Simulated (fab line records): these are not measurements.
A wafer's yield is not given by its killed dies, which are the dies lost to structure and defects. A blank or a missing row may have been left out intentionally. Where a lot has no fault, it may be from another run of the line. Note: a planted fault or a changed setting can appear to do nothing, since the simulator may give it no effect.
A struck lot beside a sound one -- flow sky130 -- 44 out of 708 route steps
Sound: these wafers, L879.2, L879.3, L879.5. Struck: wafers L885.3, L885.5, L885.6. The cause comes at the end.
Each step with rows lists, per side, the tool, then ch with its chambers, then its first start. Under that, the readings that differ: sound wafers -- struck wafers -- difference of the means -- sigmas: that difference in standard deviations of wafers without a fault.
alike: a reading whose means differ by less than 2 such deviations, as well as words and numbers matching on both sides. not compared: withheld readings; readings where some wafer has no value; bounds like >300 that might hide an equal value; numbers whose values overlap and for which the record gives no deviation.
The two part at a step that has a row with sigmas, a row that says differs or no value, or rows on one side only. Numbers that have no deviation but don't overlap get no sigmas and don't part them. A reading that every wafer of one side lacks parts them only if that side has two wafers or more.

first, 5 steps without rows for these wafers: SKY_FIELD_ISO_WET_ETCH_18 (etches Si3N4 in H3PO4, target depth 25 nm, time 286 s); SKY_FIELD_ISO_CLEAN_19 (cleans in SC1/SC2, time 150 s); SKY_FIELD_ISO_CLEAN_20 (cleans in dHF, time 20 s); SKY_FIELD_ISO_WET_ETCH_21 (etches SiO2 in dHF, target depth 20 nm, time 400 s); SKY_FIELD_ISO_OXIDATION_22 (stabilise 600 s, purge 300 s, target thk 10 nm).
SKY_FIELD_ISO_THK_MEAS_23:
  sound on film metro-01 at day 2 20:16; struck on film metro-01 at day 4 02:49
  alike: FIELD_ISO_OXIDATION_01_THK
then, 1 step without rows for these wafers: SKY_FIELD_ISO_CVD_24 (deposits SiO2, target thk 595 nm, time 99.2 s).
SKY_FIELD_ISO_THK_MEAS_25:
  sound on film metro-04 at day 2 20:24; struck on film metro-04 at day 4 02:57
  alike: FIELD_ISO_CVD_24_THK
then, 1 step without rows for these wafers: SKY_FIELD_ISO_ANNEAL_26 (time 1800 s).
SKY_FIELD_ISO_CMP_27: polishes, stops on Si3N4, t overpolish 16 s, target thk 457.8 nm.
  sound on cmp-02 ch 1,3, day 2 22:00; struck on cmp-02 ch 2,3, day 4 04:32
  alike: motor current A, overpolish run s, time to endpoint s
then, 2 steps without rows for these wafers: SKY_FIELD_ISO_WET_ETCH_28 (etches SiO2 in dHF, target depth 23.7 nm, time 47 s); SKY_FIELD_ISO_WET_ETCH_29 (etches Si3N4 in H3PO4, target depth 160 nm, time 1825 s).
SKY_FIELD_ISO_WET_ETCH_30: etches SiO2 in dHF, target depth 25 nm, time 50 s.
  sound on wet bench-04 ch 3, day 2 22:47; struck on wet bench-04 ch 1, day 4 05:20
reading,sound,struck,difference,sigmas
run length s (s),78.0 78.0 78.0,56.3 56.3 56.3,-21.7,-8
model.SiO2_of_FIELD_ISO_CVD_24.thk nm (nm),404.8 402.9 406,417.1 417.5 417.8,+12.9,
  alike: bath heat duty pct
then, 2 steps without rows for these wafers: SKY_NWELL_CLEAN_00 (cleans in SC1/SC2, time 150 s); SKY_NWELL_OXIDATION_01 (stabilise 600 s, purge 300 s, target thk 10 nm).
SKY_NWELL_THK_MEAS_02:
  sound on film metro-02 at day 3 00:26; struck on film metro-04 at day 4 07:05
  alike: NWELL_OXIDATION_THK
then, 8 steps without rows for these wafers: SKY_DNWELL_DEHYDRATE_00 (time 60 s); SKY_DNWELL_HMDS_01 (prime time 60 s); SKY_DNWELL_COAT_02 (resist thk 3000 nm); SKY_DNWELL_SOFTBAKE_03; SKY_DNWELL_EXPOSE_04 (exposes mask DNM, target cd 3000 nm); SKY_DNWELL_PEB_05; SKY_DNWELL_DEVELOP_06 (develop time 60 s); SKY_DNWELL_IMPLANT_07.
SKY_DNWELL_STRIP_08: strips in O2/N2.
  sound on plasma asher-03 ch 0,1, day 3 16:19; struck on plasma asher-03 ch 0,1, day 5 01:06
  alike: drypump motor current A, oes product au, strip time to endpoint s
  not compared: rf hours counter h
SKY_DNWELL_TW_MEAS_09:
  sound on film metro-02 at day 3 16:26; struck on film metro-04 at day 5 01:11
  alike: DNWELL_TW
then, 7 steps without rows for these wafers: SKY_PWDE_DEHYDRATE_00 (time 60 s); SKY_PWDE_HMDS_01 (prime time 60 s); SKY_PWDE_COAT_02 (resist thk 3000 nm); SKY_PWDE_SOFTBAKE_03; SKY_PWDE_EXPOSE_04 (exposes mask PWDEM, target cd 840 nm); SKY_PWDE_PEB_05; SKY_PWDE_DEVELOP_06 (develop time 60 s).
SKY_PWDE_OVL_MEAS_07:
  sound on overlay-02 at day 4 08:19; struck on overlay-01 at day 5 19:04
  alike: PWDE_OVL
after that, 1 step had no rows for these wafers: SKY_PWDE_IMPLANT_08.
SKY_PWDE_STRIP_09: strips in O2/N2.
  sound on plasma asher-02 ch 0,1, day 4 08:29; struck on plasma asher-03 ch 0,1, day 5 19:16
  alike: drypump motor current A, oes product au, strip time to endpoint s
  not compared: rf hours counter h
SKY_PWDE_TW_MEAS_10:
  sound on film metro-04 at day 4 08:36; struck on film metro-04 at day 5 19:22
  alike: PWDE_TW
then, 5 steps without rows for these wafers: SKY_NWELL_DEHYDRATE_03 (time 60 s); SKY_NWELL_HMDS_04 (prime time 60 s); SKY_NWELL_COAT_05 (resist thk 3059 nm); SKY_NWELL_SOFTBAKE_06; SKY_NWELL_EXPOSE_07 (exposes mask NWM, target cd 840 nm).
-- the record jumps here: 26 days lie between the struck wafers' starts before and after (it left off in module NWELL and takes up again in module SALICIDE, whose first step shown is number 361 of the route) --
SKY_SALICIDE_CLEAN_00: cleans in HF-last, time 30 s.
  sound on wet bench-04 ch 2, day 28 17:24; struck on wet bench-02 ch 2, day 31 13:18
reading,sound,struck,difference,sigmas
model.SiO2_of_FIELD_ISO_CVD_24.thk nm (nm),358.5 356.6 359.8,370.4 370.8 371,+12.4,
-- the record jumps here: 17 days lie between the struck wafers' starts before and after (it left off in module SALICIDE and takes up again in module PAD_OPEN, whose first step shown is number 708 of the route) --
SKY_PAD_OPEN_PROBE_99:
  sound on prober-02 at day 46 14:14; struck on prober-01 at day 48 11:49
reading,sound,struck,difference,sigmas
killed at other,0 0 0,0 2 2,+1,+3
model.etest.pfet_16v.drive ua um,234.3 233.9 235.8,245.3 243.2 239.2,+7.9,
model.etest.cap li to poly.c af um2,98.77 99.18 95.07,100.9 101.8 102.9,+4.2,
  alike: killed_at_M0_to_M3, killed_at_M4_up, killed at contacts, killed at front end, killed dies, killed on rim, killed open, killed short
  not compared: model.etest.res_p_drift_20v.line ohm um, model.etest.res_p_drift_20v.rs ohm sq, model.etest.pfet_16v.r on ohm um, model.etest.res iso pwell.rs ohm sq, model.etest.res iso pwell.line ohm um, model.etest.cap poly to well.c af um2

== WHERE THEY PART ==
At SKY_FIELD_ISO_WET_ETCH_30 first; at SKY_PAD_OPEN_PROBE_99 last (within this record only).

WHY: what had been put in by the simulator
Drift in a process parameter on wet bench-04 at SKY_FIELD_ISO_WET_ETCH_30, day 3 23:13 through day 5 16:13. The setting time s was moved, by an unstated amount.
